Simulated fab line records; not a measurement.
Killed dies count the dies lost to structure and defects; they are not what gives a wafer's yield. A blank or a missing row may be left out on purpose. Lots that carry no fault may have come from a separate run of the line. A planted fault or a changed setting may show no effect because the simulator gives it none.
fab line records -- flow sky130
record: lots: 5, wafers: 15, last_day: 52
route steps=708 shown CONTACT@409
lots that met no fault: taken from a fault-free run of the same line
start_h: hours from the record's opening day to when the first of the lot's shown wafers began -- wait_h: time in hours since the lot's previous step -- " same as the row above -- L1.1+2: a single row standing in for several wafers -- - no value present, or no start provided -- * or withheld: withheld -- < > ~ a bound
route shown NAME@n: names a module that has steps shown in the file, with the first one's number in the route -- usual: mean/standard deviation taken from wafers without a fault -- same: alike in all rows -- chamber/n: place in a boat -- sites: each site's reading -- _std_site: standard deviation of those values -- _edge_site: inner sites' mean taken away from outer sites' mean -- radius_mm: how far each site lies from the wafer's centre -- mask NAME#n: copy n -- behind: the last tool/chamber to shape the wafer -- hold: cause of the lot's hold/its duration in hours/its outcome -- device: the n, p or np transistor that did not switch -- end of line: tests of these same wafers at the route's end -- step lacking rows: just its recipe -- killed: at the first sort, the dies lost to defects and structure; wafer yield is something else -- map: the dies of a wafer, with x for killed, . for not killed, _ for no die there
set.NAME: the setting that was run; set.NAME@STEP: the one run at that earlier step -- model.NAME: the simulator's own value behind a step, which no gauge read
a table for each step, a row for each wafer; lots at some steps of the route
services: a tool's chamber out of use, with start hour (start_h, from the record's first day; less than 0 if before it), hours out, and reason
== steps ==
step: SKY_CONTACT_THK_MEAS_03
recipe: reads: SiO2_of_CONTACT_HDPCVD_02
usual: CONTACT_HDPCVD_THK: 564/5.6
lot.wafer,tool,chamber,start_h,wait_h,CONTACT_HDPCVD_THK[nm]
L075.2,film_metro-04,-,749.84,0.0,560
L075.3,film_metro-04,-,749.84,0.0,561
L075.6,film_metro-04,-,749.84,0.0,559
L078.1,film_metro-01,-,765.04,0.0,571
L078.3,film_metro-01,-,765.04,0.0,565
L078.5,film_metro-01,-,765.04,0.0,561
L080.3,film_metro-02,-,770.14,0.1,560
L080.5,film_metro-02,-,770.14,0.1,559
L080.6,film_metro-02,-,770.14,0.1,564
L087.1,film_metro-04,-,775.77,0.0,555
L087.2,film_metro-04,-,775.77,0.0,561
L087.4,film_metro-04,-,775.77,0.0,565
L094.2,film_metro-02,-,920.26,0.0,565
L094.4,film_metro-02,-,920.26,0.0,561
L094.6,film_metro-02,-,920.26,0.0,562
step: SKY_CONTACT_CMP_04
recipe: material: SiO2, down_force_psi: 4, platen_rpm: 60, pad_velocity_m_s: 0.94248
usual: motor_current_A: 12.4/1, time_to_endpoint_s: 83/6.1
lot.wafer,tool,chamber,start_h,wait_h,motor_current_A,time_to_endpoint_s
L075.3,cmp-02,3,749.94,0.1,12.9,74
L075.2,cmp-02,1,749.94,0.1,12.1,85
L075.6,cmp-02,3,749.94,0.1,12.3,72
L078.1,cmp-01,2,765.10,0.1,13.6,94
L078.3,cmp-01,0,765.10,0.1,13.0,86
L078.5,cmp-01,3,765.10,0.1,11.7,78
L080.3,cmp-01,1,770.33,0.2,10.5,76
L080.5,cmp-01,2,770.33,0.2,13.2,90
L080.6,cmp-01,3,770.33,0.2,11.6,81
L087.2,cmp-02,2,775.83,0.0,13.6,74
L087.4,cmp-02,3,775.83,0.0,12.6,74
L087.1,cmp-02,1,775.83,0.0,11.8,86
L094.2,cmp-02,2,920.36,0.1,13.1,77
L094.4,cmp-02,0,920.36,0.1,10.8,82
L094.6,cmp-02,2,920.36,0.1,13.0,78
step: SKY_CONTACT_BOW_MEAS_05
recipe: mode: bow
usual: CONTACT_BOW: 83/7.2
lot.wafer,tool,chamber,start_h,wait_h,CONTACT_BOW[um]
L075.2,film_metro-04,-,750.21,0.1,73
L075.3,film_metro-04,-,750.21,0.1,80
L075.6,film_metro-04,-,750.21,0.1,82
L078.1,film_metro-04,-,765.40,0.2,86
L078.3,film_metro-04,-,765.40,0.2,87
L078.5,film_metro-04,-,765.40,0.2,86
L080.3,film_metro-02,-,770.52,0.1,76
L080.5,film_metro-02,-,770.52,0.1,82
L080.6,film_metro-02,-,770.52,0.1,70
L087.1,film_metro-02,-,776.13,0.1,100
L087.2,film_metro-02,-,776.13,0.1,72
L087.4,film_metro-02,-,776.13,0.1,88
L094.2,film_metro-02,-,920.63,0.2,90
L094.4,film_metro-02,-,920.63,0.2,85
L094.6,film_metro-02,-,920.63,0.2,81
step: SKY_CONTACT_DEHYDRATE_06
recipe: temp_c: 200, time_s: 60
usual: chill_plate_temp_C: 23.01/0.1, exhaust_pa: 45.1/0.95
lot.wafer,tool,chamber,start_h,wait_h,chill_plate_temp_C,exhaust_pa
L075.2,litho_track-02,0,763.42,13.2,23.08,44.6
L075.3,litho_track-02,0,763.42,13.2,23.08,43.7
L075.6,litho_track-02,0,763.42,13.2,22.94,44.8
L078.1,litho_track-01,0,778.99,13.6,23.15,46.3
L078.3,litho_track-01,0,778.99,13.6,22.80,45.7
L078.5,litho_track-01,0,778.99,13.6,23.07,45.4
L080.3,litho_track-02,0,783.69,13.2,23.05,44.3
L080.5,litho_track-02,0,783.69,13.2,22.91,45.2
L080.6,litho_track-02,0,783.69,13.2,22.87,44.4
L087.1,litho_track-01,0,789.39,13.2,23.11,44.5
L087.2,litho_track-01,0,789.39,13.2,23.17,45.8
L087.4,litho_track-01,0,789.39,13.2,22.97,45.5
L094.2,litho_track-01,0,932.42,11.8,23.05,43.7
L094.4,litho_track-01,0,932.42,11.8,23.01,43.2
L094.6,litho_track-01,0,932.42,11.8,23.12,43.0
step: SKY_CONTACT_HMDS_07
recipe: prime_time_s: 60, prime_temp_c: 120
usual: chill_plate_temp_C: 22.97/0.1, exhaust_pa: 45.2/0.92
lot.wafer,tool,chamber,start_h,wait_h,chill_plate_temp_C,exhaust_pa
L075.2,litho_track-02,0,763.57,0.1,23.00,45.5
L075.3,litho_track-02,0,763.57,0.1,22.87,45.2
L075.6,litho_track-02,0,763.57,0.1,22.96,45.2
L078.1,litho_track-01,0,779.14,0.1,22.90,45.9
L078.3,litho_track-01,0,779.14,0.1,23.17,45.9
L078.5,litho_track-01,0,779.14,0.1,22.94,46.8
L080.3,litho_track-02,0,783.84,0.1,23.17,43.8
L080.5,litho_track-02,0,783.84,0.1,23.09,44.2
L080.6,litho_track-02,0,783.84,0.1,22.98,45.2
L087.1,litho_track-01,0,789.54,0.1,22.86,44.6
L087.2,litho_track-01,0,789.54,0.1,22.74,44.0
L087.4,litho_track-01,0,789.54,0.1,22.78,43.9
L094.2,litho_track-01,0,932.57,0.1,22.81,45.7
L094.4,litho_track-01,0,932.57,0.1,22.93,45.1
L094.6,litho_track-01,0,932.57,0.1,22.87,45.6
step: SKY_CONTACT_COAT_08
recipe: resist: BARC, temp_c: withheld, time_s: withheld, spin_rpm: 3000, resist_thk_nm: 60
usual: chill_plate_temp_C: *, exhaust_pa: 45.1/0.88, spin_speed_rpm: 3000.0/2.2
same: dispense_pressure_kPa: 55
lot.wafer,tool,chamber,start_h,wait_h,chill_plate_temp_C,exhaust_pa,spin_speed_rpm
L075.2,litho_track-02,0,763.72,0.1,*,46.6,3000.2
L075.3,litho_track-02,0,763.72,0.1,*,45.6,3000.6
L075.6,litho_track-02,0,763.72,0.1,*,46.5,3000.1
L078.1,litho_track-01,0,779.29,0.1,*,45.7,2998.5
L078.3,litho_track-01,0,779.29,0.1,*,46.1,3000.8
L078.5,litho_track-01,0,779.29,0.1,*,44.5,2998.7
L080.3,litho_track-02,0,783.99,0.1,*,44.9,3001.8
L080.5,litho_track-02,0,783.99,0.1,*,45.3,2999.6
L080.6,litho_track-02,0,783.99,0.1,*,44.6,3006.3
L087.1,litho_track-01,0,789.69,0.1,*,44.2,2999.2
L087.2,litho_track-01,0,789.69,0.1,*,45.7,2998.1
L087.4,litho_track-01,0,789.69,0.1,*,43.9,3002.2
L094.2,litho_track-01,0,932.72,0.1,*,46.2,2999.6
L094.4,litho_track-01,0,932.72,0.1,*,45.3,3003.4
L094.6,litho_track-01,0,932.72,0.1,*,46.5,2998.7
step: SKY_CONTACT_COAT_09
recipe: resist: KrF-thick, spin_rpm: 3000, resist_thk_nm: 450
usual: chill_plate_temp_C: 23.01/0.12, exhaust_pa: 44.9/0.72, spin_speed_rpm: 3000.0/2.6
same: dispense_pressure_kPa: 55
lot.wafer,tool,chamber,start_h,wait_h,chill_plate_temp_C,exhaust_pa,spin_speed_rpm
L075.2,litho_track-02,0,-,-,22.97,44.9,2997.3
L075.3,litho_track-02,0,-,-,22.98,45.8,2997.8
L075.6,litho_track-02,0,-,-,23.07,44.4,3000.3
L078.1,litho_track-01,0,-,-,23.19,45.0,3000.6
L078.3,litho_track-01,0,-,-,22.90,44.2,3000.3
L078.5,litho_track-01,0,-,-,23.17,44.8,2999.2
L080.3,litho_track-02,0,-,-,23.01,45.7,2996.0
L080.5,litho_track-02,0,-,-,23.12,45.1,2998.8
L080.6,litho_track-02,0,-,-,23.16,46.5,2997.9
L087.1,litho_track-01,0,-,-,23.22,46.0,3001.9
L087.2,litho_track-01,0,-,-,23.08,44.6,3002.7
L087.4,litho_track-01,0,-,-,23.14,44.6,2999.7
L094.2,litho_track-01,0,-,-,22.94,45.8,3000.1
L094.4,litho_track-01,0,-,-,23.05,44.9,3002.0
L094.6,litho_track-01,0,-,-,22.93,45.3,2999.0
step: SKY_CONTACT_SOFTBAKE_10
recipe: temp_c: 100, time_s: 90, resist: KrF-thick
usual: chill_plate_temp_C: 22.97/0.1, exhaust_pa: 45.2/0.89
lot.wafer,tool,chamber,start_h,wait_h,chill_plate_temp_C,exhaust_pa
L075.2,litho_track-02,0,-,-,23.06,44.8
L075.3,litho_track-02,0,-,-,22.89,44.2
L075.6,litho_track-02,0,-,-,22.83,46.4
L078.1,litho_track-01,0,-,-,22.98,46.5
L078.3,litho_track-01,0,-,-,23.05,46.4
L078.5,litho_track-01,0,-,-,22.94,46.0
L080.3,litho_track-02,0,-,-,22.67,46.6
L080.5,litho_track-02,0,-,-,22.97,45.9
L080.6,litho_track-02,0,-,-,22.96,44.8
L087.1,litho_track-01,0,-,-,23.03,43.0
L087.2,litho_track-01,0,-,-,23.02,45.5
L087.4,litho_track-01,0,-,-,23.08,44.1
L094.2,litho_track-01,0,-,-,22.91,46.6
L094.4,litho_track-01,0,-,-,23.13,46.3
L094.6,litho_track-01,0,-,-,22.98,47.1
step: SKY_CONTACT_EXPOSE_11
recipe: mask_id: CTM1, na: 0.8, source_shape: annular, sigma_inner: 0.55, sigma_outer: 0.85, target_cd_nm: 170, dose_mj: 38
usual: reticle_temp_C: 23.01/0.12, stage_vel_mm_s: 500.06/0.27
lot.wafer,tool,chamber,start_h,wait_h,mask,reticle_temp_C,stage_vel_mm_s
L075.2,krf_scanner-02,0,-,-,CTM1#0,23.00,499.82
L075.3,krf_scanner-02,0,-,-,CTM1#0,22.98,500.01
L075.6,krf_scanner-02,0,-,-,CTM1#0,23.04,499.97
L078.1,krf_scanner-01,0,-,-,CTM1#0,23.00,500.32
L078.3,krf_scanner-01,0,-,-,CTM1#0,23.07,500.41
L078.5,krf_scanner-01,0,-,-,CTM1#0,23.05,499.78
L080.3,krf_scanner-01,0,-,-,CTM1#0,23.07,499.57
L080.5,krf_scanner-01,0,-,-,CTM1#0,22.97,499.97
L080.6,krf_scanner-01,0,-,-,CTM1#0,22.97,499.50
L087.1,krf_scanner-01,0,-,-,CTM1#0,22.94,500.21
L087.2,krf_scanner-01,0,-,-,CTM1#0,22.84,500.16
L087.4,krf_scanner-01,0,-,-,CTM1#0,22.85,500.44
L094.2,krf_scanner-02,0,-,-,CTM1#0,23.01,499.84
L094.4,krf_scanner-02,0,-,-,CTM1#0,22.95,499.88
L094.6,krf_scanner-02,0,-,-,CTM1#0,22.96,499.99
step: SKY_CONTACT_PEB_12
recipe: peb_temp_c: withheld, peb_time_s: withheld, resist: KrF-thick
usual: chill_plate_temp_C: *, exhaust_pa: 44.9/0.93
lot.wafer,tool,chamber,start_h,wait_h,chill_plate_temp_C,exhaust_pa
L075.2,litho_track-01,0,-,-,*,44.7
L075.3,litho_track-01,0,-,-,*,44.7
L075.6,litho_track-01,0,-,-,*,45.7
L078.1,litho_track-03,0,-,-,*,45.2
L078.3,litho_track-03,0,-,-,*,45.4
L078.5,litho_track-03,0,-,-,*,46.8
L080.3,litho_track-03,0,-,-,*,44.1
L080.5,litho_track-03,0,-,-,*,43.9
L080.6,litho_track-03,0,-,-,*,44.1
L087.1,litho_track-03,0,-,-,*,43.4
L087.2,litho_track-03,0,-,-,*,43.8
L087.4,litho_track-03,0,-,-,*,44.7
L094.2,litho_track-01,0,-,-,*,46.5
L094.4,litho_track-01,0,-,-,*,46.7
L094.6,litho_track-01,0,-,-,*,45.4
step: SKY_CONTACT_DEVELOP_13
recipe: develop_time_s: 60, resist: KrF-thick, dev_temp_c: 21
usual: chill_plate_temp_C: 23.00/0.11, developer_temp_C: 20.99/0.12, exhaust_pa: 45.3/0.92
lot.wafer,tool,chamber,start_h,wait_h,chill_plate_temp_C,developer_temp_C,exhaust_pa
L075.2,litho_track-01,0,-,-,22.97,21.14,45.4
L075.3,litho_track-01,0,-,-,23.14,21.17,44.3
L075.6,litho_track-01,0,-,-,23.06,21.13,44.8
L078.1,litho_track-03,0,-,-,23.01,20.80,45.4
L078.3,litho_track-03,0,-,-,23.07,21.06,46.0
L078.5,litho_track-03,0,-,-,23.13,21.13,45.7
L080.3,litho_track-03,0,-,-,22.85,21.02,44.5
L080.5,litho_track-03,0,-,-,23.02,21.06,45.9
L080.6,litho_track-03,0,-,-,22.83,21.07,45.1
L087.1,litho_track-03,0,-,-,23.00,21.10,45.2
L087.2,litho_track-03,0,-,-,23.14,20.92,45.3
L087.4,litho_track-03,0,-,-,23.20,20.96,46.3
L094.2,litho_track-01,0,-,-,23.16,20.82,44.4
L094.4,litho_track-01,0,-,-,23.04,20.82,44.5
L094.6,litho_track-01,0,-,-,23.15,20.89,45.1
step: SKY_CONTACT_CD_MEAS_14
recipe: target_cd_nm: 170
usual: cd_nm: 170.1/1.7
lot.wafer,tool,chamber,start_h,wait_h,cd_nm
L075.2,cd_sem-01,-,778.66,-,171.5
L075.3,cd_sem-01,-,778.66,-,170.8
L075.6,cd_sem-01,-,778.66,-,171.3
L078.1,cd_sem-01,-,793.67,-,170.6
L078.3,cd_sem-01,-,793.67,-,171.5
L078.5,cd_sem-01,-,793.67,-,171.2
L080.3,cd_sem-02,-,797.56,-,168.8
L080.5,cd_sem-02,-,797.56,-,170.1
L080.6,cd_sem-02,-,797.56,-,171.0
L087.1,cd_sem-02,-,803.27,-,170.3
L087.2,cd_sem-02,-,803.27,-,168.2
L087.4,cd_sem-02,-,803.27,-,171.1
L094.2,cd_sem-01,-,946.32,-,166.9
L094.4,cd_sem-01,-,946.32,-,168.5
L094.6,cd_sem-01,-,946.32,-,168.3
step: SKY_CONTACT_OVL_MEAS_15
usual: CONTACT_OVL: 2/5.6
lot.wafer,tool,chamber,start_h,wait_h,CONTACT_OVL[nm]
L075.2,overlay-02,-,778.77,0.1,-10
L075.3,overlay-02,-,778.77,0.1,-3
L075.6,overlay-02,-,778.77,0.1,-14
L078.1,overlay-01,-,793.79,0.1,-1
L078.3,overlay-01,-,793.79,0.1,1
L078.5,overlay-01,-,793.79,0.1,-2
L080.3,overlay-01,-,797.65,0.1,14
L080.5,overlay-01,-,797.65,0.1,4
L080.6,overlay-01,-,797.65,0.1,2
L087.1,overlay-01,-,803.39,0.1,-2
L087.2,overlay-01,-,803.39,0.1,-2
L087.4,overlay-01,-,803.39,0.1,-8
L094.2,overlay-02,-,946.42,0.1,3
L094.4,overlay-02,-,946.42,0.1,0
L094.6,overlay-02,-,946.42,0.1,0
step: SKY_CONTACT_ETCH_16
recipe: chemistry: N2/H2, target: BARC, ion_energy_ev: 200, source_w: 500, bias_w: 100, pressure_mtorr: 30, n2_flow_sccm: 100, h2_flow_sccm: 200, stop_on: SiO2, time_s: 45.9, target_depth_a: 600
usual: chamber_pressure_mTorr: 29.998/0.026, drypump_motor_current_A: 5.7/0.57, oes_product_au: 0.855/0.0047, throttle_valve_pct: 13.225/0.0087
lot.wafer,tool,chamber,start_h,wait_h,chamber_pressure_mTorr,drypump_motor_current_A,oes_product_au,rf_hours_counter_h,throttle_valve_pct
L075.2,rie_diel-01,1,778.80,0.0,30.039,5.8,0.860,20,13.222
L075.3,rie_diel-01,3,778.80,0.0,29.995,5.0,0.858,8,13.220
L075.6,rie_diel-01,3,778.80,0.0,29.992,5.0,0.861,-,13.221
L078.1,rie_diel-03,2,793.83,0.0,30.006,4.9,0.856,6,13.221
L078.3,rie_diel-03,3,793.83,0.0,30.004,6.3,0.852,20,13.232
L078.5,rie_diel-03,1,793.83,0.0,29.989,6.4,0.850,-,13.227
L080.3,rie_diel-03,3,797.68,0.0,29.967,6.3,0.864,20,13.228
L080.5,rie_diel-03,3,797.68,0.0,30.029,6.3,0.856,-,13.244
L080.6,rie_diel-03,2,797.68,0.0,30.029,4.9,0.865,-,13.229
L087.1,rie_diel-03,2,803.43,0.0,30.017,4.9,0.850,6,13.233
L087.2,rie_diel-03,1,803.43,0.0,30.000,6.5,0.852,11,13.219
L087.4,rie_diel-03,3,803.43,0.0,29.990,6.3,0.854,21,13.233
L094.2,rie_diel-03,2,946.45,0.0,29.966,4.9,0.857,11,13.224
L094.4,rie_diel-03,1,946.45,0.0,29.939,6.5,0.852,16,13.222
L094.6,rie_diel-03,2,946.45,0.0,30.005,4.9,0.854,-,13.217
== services ==
tool,chamber,start_h,hours,kind
krf_scanner-01,-,727.49,1.3,pm
cmp-02,-,744.10,4.0,pm
krf_scanner-02,-,745.42,0.3,repair
krf_scanner-02,-,748.08,0.8,pm
cmp-01,-,755.46,5.4,pm
krf_scanner-02,-,782.39,1.3,pm
krf_scanner-01,-,790.94,1.0,pm
krf_scanner-01,-,791.94,0.8,pm
rie_diel-01,3,799.99,11.3,repair
krf_scanner-01,-,803.16,0.4,repair
krf_scanner-01,-,806.50,1.4,repair
cmp-01,-,812.68,3.9,repair
krf_scanner-02,-,820.49,7.2,repair
cmp-01,-,862.59,4.8,pm
rie_diel-01,-,865.96,28.1,pm
krf_scanner-02,-,867.07,1.0,pm
krf_scanner-01,-,881.08,1.0,repair
cmp-02,-,891.02,7.2,pm
cmp-02,-,898.27,6.8,pm
krf_scanner-01,-,903.39,1.3,pm
cmp-01,-,912.03,4.0,pm
rie_diel-01,3,913.95,52.3,repair
krf_scanner-02,-,916.88,0.8,pm
rie_diel-01,2,918.30,4.0,repair
== key ==
fault none
